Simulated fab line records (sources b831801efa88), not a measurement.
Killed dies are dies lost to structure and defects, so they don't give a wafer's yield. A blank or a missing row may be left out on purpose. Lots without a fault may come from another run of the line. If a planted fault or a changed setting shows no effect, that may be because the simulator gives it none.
fab line records	flow sky130	part 1 of 2: steps 1 to 33 of 46
record lots=5	wafers=15	last-day=50
route steps=708 shown LDD_HVN@271 LDD_HVP@278 LDD_LDN@289 SPACER@304 POLY_CUT@307
lots untouched by any fault: they come from a run of this same line in which no faults occurred
start-h: hours from the record's first day to the start of the lot's first wafer shown	wait-h: hours elapsed since this lot's preceding step	" the same as in the row above	L1.1+2: several wafers, shown together as one row	- no value, or no start given	* or withheld: withheld	< > ~ a bound
route shown NAME@n: names a module that has steps shown in the file, with the first one's number in the route	usual: mean/standard deviation of fault-free wafers	same: alike in all rows	chamber/n: place in a boat	sites: each site's reading	_std_site: the values' standard deviation	_edge_site: inner sites' mean taken away from outer sites' mean	radius-mm: how far each site lies from the wafer's centre	mask NAME#n: copy n	behind: the most recent tool/chamber to have shaped the wafer	hold: the reason the lot was held/the length of the hold in hours/how it ended	device: names the non-switching transistor (n, p or np)	end of line: at the end of the route, the tests of the same wafers	a step without rows: its recipe alone	killed: count of dies lost to structure and defects at first sort (not the wafer's yield)	map: dies across one wafer; x = killed, . = not, _ = none there
set.NAME: setting as actually run; set.NAME@STEP: the setting as run at that earlier step	model.NAME: the simulator's own value behind a step, which no gauge read
lots at some steps of the route; a table a step, a row a wafer
services: when a tool's chamber went out of use (start-h, in hours from the record's first day, below 0 if earlier), for how many hours, and the reason
## steps
# step SKY_LDD_HVN_EXPOSE_04
# recipe mask-id=HVNTM	na=0.6	source-shape=conventional	sigma-outer=0.6	polarization=unpolarized	target-cd-nm=700	dose-mj=127
# usual focus-offset-nm=0.2/0.52
lot.wafer	tool	chamber	start-h	wait-h	mask	focus-offset-nm
L077.2	iline-stepper-01	0	-	-	HVNTM#0	-0.8
L077.4	"	0	"	"	HVNTM#0	0.6
L077.5	"	0	"	"	HVNTM#0	0.8
L087.1	iline-stepper-02	0	-	-	HVNTM#0	0.3
L087.3	"	0	"	"	HVNTM#0	0.6
L087.4	"	0	"	"	HVNTM#0	0.2
L091.2	iline-stepper-01	0	-	-	HVNTM#0	0.8
L091.5	"	0	"	"	HVNTM#0	0.7
L091.6	"	0	"	"	HVNTM#0	0.6
L094.4	iline-stepper-02	0	-	-	HVNTM#0	-0.2
L094.5	"	0	"	"	HVNTM#0	0.9
L094.6	"	0	"	"	HVNTM#0	0.3
L096.1	iline-stepper-01	0	-	-	HVNTM#0	0.6
L096.2	"	0	"	"	HVNTM#0	1.0
L096.6	"	0	"	"	HVNTM#0	0.2
# step SKY_LDD_HVN_PEB_05
# recipe temp-c=withheld	time-s=*	resist=NOVOLAK
lot.wafer	tool	chamber	start-h	wait-h
L077.2+4+5	litho-track-02	0	-	-
L087.1+3+4	litho-track-02	0	-	-
L091.2+5+6	litho-track-03	0	-	-
L094.4+5+6	litho-track-02	0	-	-
L096.1+2+6	litho-track-03	0	-	-
# step SKY_LDD_HVN_DEVELOP_06
# recipe resist=NOVOLAK	developer=TMAH	develop-time-s=60	dev-temp-c=23
lot.wafer	tool	chamber	start-h	wait-h
L077.2+4+5	litho-track-02	0	492.60	0.1
L087.1+3+4	litho-track-02	0	586.27	0.1
L091.2+5+6	litho-track-03	0	619.22	0.1
L094.4+5+6	litho-track-02	0	642.05	0.1
L096.1+2+6	litho-track-03	0	651.59	0.1
# step SKY_LDD_HVN_OVL_MEAS_07
# usual LDD_HVN_OVL=-0.1/1.2
lot.wafer	tool	chamber	start-h	wait-h	LDD_HVN_OVL[nm]
L077.2	overlay-02	-	492.73	0.1	-0.7
L077.4	"	-	"	"	-0.5
L077.5	"	-	"	"	-1.6
L087.1	overlay-02	-	586.42	0.1	-0.2
L087.3	"	-	"	"	0.2
L087.4	"	-	"	"	1.1
L091.2	overlay-02	-	619.35	0.1	-0.3
L091.5	"	-	"	"	-0.2
L091.6	"	-	"	"	-1.6
L094.4	overlay-01	-	642.14	0.1	-0.6
L094.5	"	-	"	"	0.4
L094.6	"	-	"	"	-1.0
L096.1	overlay-02	-	651.74	0.1	0.0
L096.2	"	-	"	"	-0.6
L096.6	"	-	"	"	-1.0
# step SKY_LDD_HVN_IMPLANT_08
# recipe species=P	energy-kev=60	dose-cm2=3e+13	tilt-deg=40
# same implant-ion-amu=31
lot.wafer	tool	chamber	start-h	wait-h
L077.2+4+5	implanter-02	0	492.78	0.0
L087.1+3+4	implanter-04	0	586.46	0.0
L091.2+5+6	implanter-03	0	619.41	0.0
L094.4+5+6	implanter-02	0	642.23	0.1
L096.1+2+6	implanter-04	0	651.78	0.0
# step SKY_LDD_HVN_STRIP_09
# recipe chemistry=O2/N2	power-w=1400	pressure-mtorr=1500	platen-temp-c=withheld	o2-flow-sccm=3000	n2-flow-sccm=300	overash-fraction=0.5
# usual drypump-motor-current-A=6.04/0.18	n2-flow-sccm=300.2/0.96	oes-product-au=0.408/0.0041	strip-time-to-endpoint-s=4.138/0.015
lot.wafer	tool	chamber	start-h	wait-h	drypump-motor-current-A	n2-flow-sccm	oes-product-au	rf-hours-counter-h	strip-time-to-endpoint-s
L077.2	plasma-asher-04	1	492.91	0.1	6.24	301.1	0.408	36	4.117
L077.4	"	1	"	"	6.24	299.7	0.411	-	4.129
L077.5	"	1	"	"	6.27	299.4	0.408	-	4.131
L087.1	plasma-asher-03	1	586.61	0.1	5.89	300.3	0.405	14	4.132
L087.3	"	0	"	"	5.68	301.9	0.408	-	4.126
L087.4	"	1	"	"	5.88	300.5	0.412	-	4.124
L091.2	plasma-asher-03	1	619.53	0.1	5.88	300.4	0.408	17	4.142
L091.5	"	0	"	"	5.69	300.0	0.407	-	4.143
L091.6	"	1	"	"	5.89	301.2	0.405	-	4.136
L094.4	plasma-asher-04	1	642.34	0.1	6.24	299.2	0.403	-	4.130
L094.5	"	0	"	"	6.15	297.5	0.407	-	4.137
L094.6	"	1	"	"	6.25	300.8	0.409	-	4.150
L096.1	plasma-asher-01	0	651.93	0.1	6.13	298.5	0.414	84	4.140
L096.2	"	1	"	"	5.96	299.9	0.409	84	4.121
L096.6	"	1	"	"	5.96	298.9	0.409	-	4.140
# step SKY_LDD_HVN_TW_MEAS_10
# usual LDD_HVN_TW=1430/8.5
lot.wafer	tool	chamber	start-h	wait-h	LDD_HVN_TW
L077.2	film-metro-04	-	493.02	0.1	1420
L077.4	"	-	"	"	1432
L077.5	"	-	"	"	1432
L087.1	film-metro-03	-	586.71	0.1	1433
L087.3	"	-	"	"	1426
L087.4	"	-	"	"	1427
L091.2	film-metro-03	-	619.64	0.1	1434
L091.5	"	-	"	"	1433
L091.6	"	-	"	"	1431
L094.4	film-metro-02	-	642.44	0.1	1426
L094.5	"	-	"	"	1426
L094.6	"	-	"	"	1426
L096.1	film-metro-02	-	652.03	0.1	1427
L096.2	"	-	"	"	1419
L096.6	"	-	"	"	1419
# step SKY_LDD_HVP_DEHYDRATE_00
# recipe temp-c=200	time-s=60
lot.wafer	tool	chamber	start-h	wait-h
L077.2+4+5	litho-track-02	0	507.55	14.5
L087.1+3+4	litho-track-02	0	600.07	13.4
L091.2+5+6	litho-track-01	0	632.60	13.0
L094.4+5+6	litho-track-01	0	655.35	12.9
L096.1+2+6	litho-track-02	0	665.72	13.7
# step SKY_LDD_HVP_HMDS_01
# recipe prime-time-s=60	prime-temp-c=120
lot.wafer	tool	chamber	start-h	wait-h
L077.2+4+5	litho-track-02	0	507.70	0.1
L087.1+3+4	litho-track-02	0	600.22	0.1
L091.2+5+6	litho-track-01	0	632.75	0.1
L094.4+5+6	litho-track-01	0	655.50	0.1
L096.1+2+6	litho-track-02	0	665.87	0.1
# step SKY_LDD_HVP_COAT_02
# recipe resist=NOVOLAK	spin-rpm=3000	resist-thk-nm=300
lot.wafer	tool	chamber	start-h	wait-h
L077.2+4+5	litho-track-02	0	507.85	0.1
L087.1+3+4	litho-track-02	0	600.37	0.1
L091.2+5+6	litho-track-01	0	632.90	0.1
L094.4+5+6	litho-track-01	0	655.65	0.1
L096.1+2+6	litho-track-02	0	666.02	0.1
# step SKY_LDD_HVP_SOFTBAKE_03
# recipe temp-c=90	time-s=60	resist=NOVOLAK
lot.wafer	tool	chamber	start-h	wait-h
L077.2+4+5	litho-track-02	0	508.00	0.1
L087.1+3+4	litho-track-02	0	600.52	0.1
L091.2+5+6	litho-track-01	0	633.05	0.1
L094.4+5+6	litho-track-01	0	655.80	0.1
L096.1+2+6	litho-track-02	0	666.17	0.1
# step SKY_LDD_HVP_EXPOSE_04
# recipe mask-id=HVPTM	na=0.6	source-shape=conventional	sigma-outer=0.6	polarization=unpolarized	target-cd-nm=700	dose-mj=86
# usual focus-offset-nm=-0.1/0.51
lot.wafer	tool	chamber	start-h	wait-h	mask	focus-offset-nm
L077.2	iline-stepper-01	0	-	-	HVPTM#0	-0.6
L077.4	"	0	"	"	HVPTM#0	0.0
L077.5	"	0	"	"	HVPTM#0	0.4
L087.1	iline-stepper-02	0	-	-	HVPTM#0	-0.6
L087.3	"	0	"	"	HVPTM#0	-0.5
L087.4	"	0	"	"	HVPTM#0	-0.5
L091.2	iline-stepper-02	0	-	-	HVPTM#0	1.6
L091.5	"	0	"	"	HVPTM#0	0.4
L091.6	"	0	"	"	HVPTM#0	0.6
L094.4	iline-stepper-02	0	-	-	HVPTM#0	0.6
L094.5	"	0	"	"	HVPTM#0	0.4
L094.6	"	0	"	"	HVPTM#0	0.3
L096.1	iline-stepper-02	0	-	-	HVPTM#0	-0.2
L096.2	"	0	"	"	HVPTM#0	0.3
L096.6	"	0	"	"	HVPTM#0	0.3
# step SKY_LDD_HVP_PEB_05
# recipe temp-c=withheld	time-s=*	resist=NOVOLAK
lot.wafer	tool	chamber	start-h	wait-h
L077.2+4+5	litho-track-03	0	-	-
L087.1+3+4	litho-track-02	0	-	-
L091.2+5+6	litho-track-02	0	-	-
L094.4+5+6	litho-track-02	0	-	-
L096.1+2+6	litho-track-02	0	-	-
# step SKY_LDD_HVP_DEVELOP_06
# recipe resist=NOVOLAK	developer=TMAH	develop-time-s=60	dev-temp-c=23
lot.wafer	tool	chamber	start-h	wait-h
L077.2+4+5	litho-track-03	0	522.92	0.1
L087.1+3+4	litho-track-02	0	614.92	0.1
L091.2+5+6	litho-track-02	0	647.85	0.1
L094.4+5+6	litho-track-02	0	672.45	0.1
L096.1+2+6	litho-track-02	0	680.77	0.1
# step SKY_LDD_HVP_OVL_MEAS_07
# usual LDD_HVP_OVL=-0.7/1.4
lot.wafer	tool	chamber	start-h	wait-h	LDD_HVP_OVL[nm]
L077.2	overlay-02	-	523.05	0.1	-0.2
L077.4	"	-	"	"	-2.2
L077.5	"	-	"	"	-0.8
L087.1	overlay-02	-	615.07	0.1	0.1
L087.3	"	-	"	"	-3.9
L087.4	"	-	"	"	-1.4
L091.2	overlay-02	-	647.98	0.1	-0.4
L091.5	"	-	"	"	0.3
L091.6	"	-	"	"	-0.3
L094.4	overlay-01	-	672.54	0.1	1.0
L094.5	"	-	"	"	3.4
L094.6	"	-	"	"	1.5
L096.1	overlay-02	-	680.92	0.1	-0.9
L096.2	"	-	"	"	-0.6
L096.6	"	-	"	"	-1.2
# step SKY_LDD_HVP_IMPLANT_08
# recipe species=B	energy-kev=20	dose-cm2=1.7e+13	tilt-deg=17.9
# same implant-ion-amu=11
lot.wafer	tool	chamber	start-h	wait-h
L077.2+4+5	implanter-02	0	523.11	0.0
L087.1+3+4	implanter-02	0	615.11	0.0
L091.2+5+6	implanter-02	0	648.03	0.0
L094.4+5+6	implanter-03	0	672.63	0.1
L096.1+2+6	implanter-02	0	680.96	0.0
# step SKY_LDD_HVP_STRIP_09
# recipe chemistry=O2/N2	power-w=1400	pressure-mtorr=1500	platen-temp-c=withheld	o2-flow-sccm=3000	n2-flow-sccm=300	overash-fraction=0.5
# usual drypump-motor-current-A=5.9/0.41	n2-flow-sccm=300.1/0.97	oes-product-au=0.408/0.0044	strip-time-to-endpoint-s=4.138/0.013
lot.wafer	tool	chamber	start-h	wait-h	drypump-motor-current-A	n2-flow-sccm	oes-product-au	rf-hours-counter-h	strip-time-to-endpoint-s
L077.2	plasma-asher-03	1	523.23	0.1	5.9	300.0	0.409	7	4.152
L077.4	"	1	"	"	5.9	300.7	0.399	-	4.156
L077.5	"	1	"	"	5.9	300.3	0.414	-	4.131
L087.1	plasma-asher-04	0	615.26	0.1	6.2	301.6	0.407	49	4.135
L087.3	"	1	"	"	6.3	299.5	0.411	-	4.153
L087.4	"	0	"	"	6.2	300.8	0.408	-	4.155
L091.2	plasma-asher-03	0	648.16	0.1	5.7	298.6	0.408	20	4.134
L091.5	"	1	"	"	5.9	299.0	0.411	-	4.134
L091.6	"	0	"	"	5.7	300.1	0.409	-	4.147
L094.4	plasma-asher-03	1	672.74	0.1	5.9	299.2	0.410	-	4.118
L094.5	"	1	"	"	5.9	300.4	0.410	-	4.130
L094.6	"	0	"	"	5.7	301.3	0.405	-	4.140
L096.1	plasma-asher-03	1	681.11	0.1	5.9	300.5	0.410	23	4.128
L096.2	"	0	"	"	5.7	302.5	0.407	23	4.108
L096.6	"	0	"	"	5.7	301.5	0.407	-	4.157
# step SKY_LDD_HVP_TW_MEAS_10
# usual LDD_HVP_TW=454/3.6
lot.wafer	tool	chamber	start-h	wait-h	LDD_HVP_TW
L077.2	film-metro-01	-	523.34	0.1	459
L077.4	"	-	"	"	459
L077.5	"	-	"	"	462
L087.1	film-metro-04	-	615.36	0.1	449
L087.3	"	-	"	"	453
L087.4	"	-	"	"	449
L091.2	film-metro-01	-	648.27	0.1	453
L091.5	"	-	"	"	455
L091.6	"	-	"	"	455
L094.4	film-metro-01	-	672.84	0.1	456
L094.5	"	-	"	"	457
L094.6	"	-	"	"	457
L096.1	film-metro-03	-	681.21	0.1	456
L096.2	"	-	"	"	458
L096.6	"	-	"	"	457
# step SKY_LDD_LDN_DEHYDRATE_00
# recipe temp-c=200	time-s=60
lot.wafer	tool	chamber	start-h	wait-h
L077.2+4+5	litho-track-03	0	537.62	14.3
L087.1+3+4	litho-track-04	0	628.84	13.5
L091.2+5+6	litho-track-01	0	661.40	13.1
L094.4+5+6	litho-track-04	0	686.06	13.2
L096.1+2+6	litho-track-03	0	694.19	13.0
# step SKY_LDD_LDN_HMDS_01
# recipe prime-time-s=60	prime-temp-c=120
lot.wafer	tool	chamber	start-h	wait-h
L077.2+4+5	litho-track-03	0	537.77	0.1
L087.1+3+4	litho-track-04	0	628.99	0.1
L091.2+5+6	litho-track-01	0	661.55	0.1
L094.4+5+6	litho-track-04	0	686.21	0.1
L096.1+2+6	litho-track-03	0	694.34	0.1
# step SKY_LDD_LDN_COAT_02
# recipe resist=NOVOLAK	spin-rpm=3000	resist-thk-nm=1140
lot.wafer	tool	chamber	start-h	wait-h
L077.2+4+5	litho-track-03	0	537.92	0.1
L087.1+3+4	litho-track-04	0	629.14	0.1
L091.2+5+6	litho-track-01	0	661.70	0.1
L094.4+5+6	litho-track-04	0	686.36	0.1
L096.1+2+6	litho-track-03	0	694.49	0.1
# step SKY_LDD_LDN_SOFTBAKE_03
# recipe temp-c=90	time-s=60	resist=NOVOLAK
lot.wafer	tool	chamber	start-h	wait-h
L077.2+4+5	litho-track-03	0	538.07	0.1
L087.1+3+4	litho-track-04	0	629.29	0.1
L091.2+5+6	litho-track-01	0	661.85	0.1
L094.4+5+6	litho-track-04	0	686.51	0.1
L096.1+2+6	litho-track-03	0	694.64	0.1
# step SKY_LDD_LDN_EXPOSE_04
# recipe mask-id=LDNTM	na=0.6	source-shape=conventional	sigma-outer=0.6	polarization=unpolarized	target-cd-nm=700	dose-mj=140
# usual focus-offset-nm=0.0/0.56
lot.wafer	tool	chamber	start-h	wait-h	mask	focus-offset-nm
L077.2	iline-stepper-01	0	-	-	LDNTM#0	-0.2
L077.4	"	0	"	"	LDNTM#0	-1.0
L077.5	"	0	"	"	LDNTM#0	-0.4
L087.1	iline-stepper-01	0	-	-	LDNTM#0	0.7
L087.3	"	0	"	"	LDNTM#0	0.9
L087.4	"	0	"	"	LDNTM#0	0.8
L091.2	iline-stepper-02	0	-	-	LDNTM#0	0.2
L091.5	"	0	"	"	LDNTM#0	-0.7
L091.6	"	0	"	"	LDNTM#0	-0.6
L094.4	iline-stepper-01	0	-	-	LDNTM#0	-0.9
L094.5	"	0	"	"	LDNTM#0	-0.5
L094.6	"	0	"	"	LDNTM#0	-0.2
L096.1	iline-stepper-01	0	-	-	LDNTM#0	0.3
L096.2	"	0	"	"	LDNTM#0	-0.2
L096.6	"	0	"	"	LDNTM#0	0.3
# step SKY_LDD_LDN_PEB_05
# recipe temp-c=withheld	time-s=*	resist=NOVOLAK
lot.wafer	tool	chamber	start-h	wait-h
L077.2+4+5	litho-track-01	0	-	-
L087.1+3+4	litho-track-04	0	-	-
L091.2+5+6	litho-track-04	0	-	-
L094.4+5+6	litho-track-01	0	-	-
L096.1+2+6	litho-track-04	0	-	-
# step SKY_LDD_LDN_DEVELOP_06
# recipe resist=NOVOLAK	developer=TMAH	develop-time-s=60	dev-temp-c=23
lot.wafer	tool	chamber	start-h	wait-h
L077.2+4+5	litho-track-01	0	553.40	0.1
L087.1+3+4	litho-track-04	0	643.79	0.1
L091.2+5+6	litho-track-04	0	676.46	0.1
L094.4+5+6	litho-track-01	0	701.10	0.1
L096.1+2+6	litho-track-04	0	709.04	0.1
# step SKY_LDD_LDN_OVL_MEAS_07
# usual LDD_LDN_OVL=0.0/1.3
lot.wafer	tool	chamber	start-h	wait-h	LDD_LDN_OVL[nm]
L077.2	overlay-01	-	553.53	0.1	-1.4
L077.4	"	-	"	"	0.8
L077.5	"	-	"	"	0.4
L087.1	overlay-02	-	643.94	0.1	0.9
L087.3	"	-	"	"	0.8
L087.4	"	-	"	"	-1.5
L091.2	overlay-02	-	676.59	0.1	-0.2
L091.5	"	-	"	"	-0.7
L091.6	"	-	"	"	-1.6
L094.4	overlay-02	-	701.19	0.1	-1.3
L094.5	"	-	"	"	1.7
L094.6	"	-	"	"	-0.3
L096.1	overlay-01	-	709.19	0.1	-0.8
L096.2	"	-	"	"	1.0
L096.6	"	-	"	"	0.9
# step SKY_LDD_LDN_IMPLANT_08
# recipe species=As	energy-kev=15	dose-cm2=1.25e+13	tilt-deg=withheld	rotation-deg=23
# same implant-ion-amu=75
lot.wafer	tool	chamber	start-h	wait-h
L077.2+4+5	implanter-04	0	553.65	0.1
L087.1+3+4	implanter-03	0	643.97	0.0
L091.2+5+6	implanter-01	0	676.65	0.0
L094.4+5+6	implanter-01	0	701.29	0.1
L096.1+2+6	implanter-03	0	709.22	0.0
# step SKY_LDD_LDN_IMPLANT_09
# recipe species=As	energy-kev=15	dose-cm2=1.25e+13	tilt-deg=withheld	rotation-deg=113
# same implant-ion-amu=75
lot.wafer	tool	chamber	start-h	wait-h
L077.2+4+5	implanter-04	0	553.80	0.1
L087.1+3+4	implanter-03	0	644.12	0.1
L091.2+5+6	implanter-01	0	676.80	0.1
L094.4+5+6	implanter-01	0	701.44	0.1
L096.1+2+6	implanter-03	0	709.37	0.1
# step SKY_LDD_LDN_IMPLANT_10
# recipe species=As	energy-kev=15	dose-cm2=1.25e+13	tilt-deg=withheld	rotation-deg=203
# same implant-ion-amu=75
lot.wafer	tool	chamber	start-h	wait-h
L077.2+4+5	implanter-04	0	553.95	0.1
L087.1+3+4	implanter-03	0	644.27	0.1
L091.2+5+6	implanter-01	0	676.95	0.1
L094.4+5+6	implanter-01	0	701.59	0.1
L096.1+2+6	implanter-03	0	709.52	0.1
# step SKY_LDD_LDN_IMPLANT_11
# recipe species=As	energy-kev=15	dose-cm2=1.25e+13	tilt-deg=withheld	rotation-deg=293
# same implant-ion-amu=75
lot.wafer	tool	chamber	start-h	wait-h
L077.2+4+5	implanter-04	0	554.10	0.1
L087.1+3+4	implanter-03	0	644.42	0.1
L091.2+5+6	implanter-01	0	677.10	0.1
L094.4+5+6	implanter-01	0	701.74	0.1
L096.1+2+6	implanter-03	0	709.67	0.1
# step SKY_LDD_LDN_STRIP_12
# recipe chemistry=O2/N2	power-w=1400	pressure-mtorr=1500	platen-temp-c=withheld	o2-flow-sccm=3000	n2-flow-sccm=300	overash-fraction=0.5
# usual drypump-motor-current-A=5.9/0.47	n2-flow-sccm=300.0/0.83	oes-product-au=0.716/0.0046	strip-time-to-endpoint-s=14.19/0.038
lot.wafer	tool	chamber	start-h	wait-h	drypump-motor-current-A	n2-flow-sccm	oes-product-au	rf-hours-counter-h	strip-time-to-endpoint-s
L077.2	plasma-asher-03	0	554.22	0.1	5.6	300.1	0.713	10	14.20
L077.4	"	1	"	"	5.9	299.5	0.712	-	14.15
L077.5	"	0	"	"	5.7	299.9	0.726	-	14.19
L087.1	plasma-asher-02	0	644.57	0.1	6.4	298.9	0.727	95	14.19
L087.3	"	0	"	"	6.4	299.0	0.704	-	14.21
L087.4	"	1	"	"	5.1	299.8	0.714	-	14.19
L091.2	plasma-asher-02	0	677.22	0.1	6.4	301.2	0.721	98	14.11
L091.5	"	0	"	"	6.4	299.6	0.715	-	14.15
L091.6	"	1	"	"	5.0	300.8	0.712	-	14.17
L094.4	plasma-asher-02	1	701.85	0.1	5.1	300.0	0.710	-	14.17
L094.5	"	1	"	"	5.0	299.7	0.718	-	14.23
L094.6	"	0	"	"	6.4	299.4	0.715	-	14.20
L096.1	plasma-asher-02	0	709.82	0.1	6.4	299.7	0.711	101	14.19
L096.2	"	1	"	"	5.1	300.3	0.722	101	14.19
L096.6	"	1	"	"	5.1	299.5	0.712	-	14.17
# step SKY_LDD_LDN_TW_MEAS_13
# usual LDD_LDN_TW=1472/9.8
lot.wafer	tool	chamber	start-h	wait-h	LDD_LDN_TW
L077.2	film-metro-01	-	554.33	0.1	1494
L077.4	"	-	"	"	1491
L077.5	"	-	"	"	1496
L087.1	film-metro-01	-	644.67	0.1	1477
L087.3	"	-	"	"	1474
L087.4	"	-	"	"	1481
L091.2	film-metro-04	-	677.33	0.1	1459
L091.5	"	-	"	"	1462
L091.6	"	-	"	"	1461
L094.4	film-metro-02	-	701.94	0.1	1482
L094.5	"	-	"	"	1471
L094.6	"	-	"	"	1475
L096.1	film-metro-02	-	709.92	0.1	1465
L096.2	"	-	"	"	1467
L096.6	"	-	"	"	1471
# step SKY_LDD_LDN_CLEAN_14
# recipe chemistry=SC1/SC2	mix=1:4:20	temp-c=70	time-s=150	dry=n2-spin
lot.wafer	tool	chamber	start-h	wait-h
L077.2+4+5	wet-bench-03	3	554.38	0.0
L087.1+3+4	wet-bench-04	1	644.73	0.1
L091.2+5+6	wet-bench-04	2	677.38	0.0
L094.4+5+6	wet-bench-02	3	701.97	0.0
L096.1+2+6	wet-bench-02	2	709.98	0.1
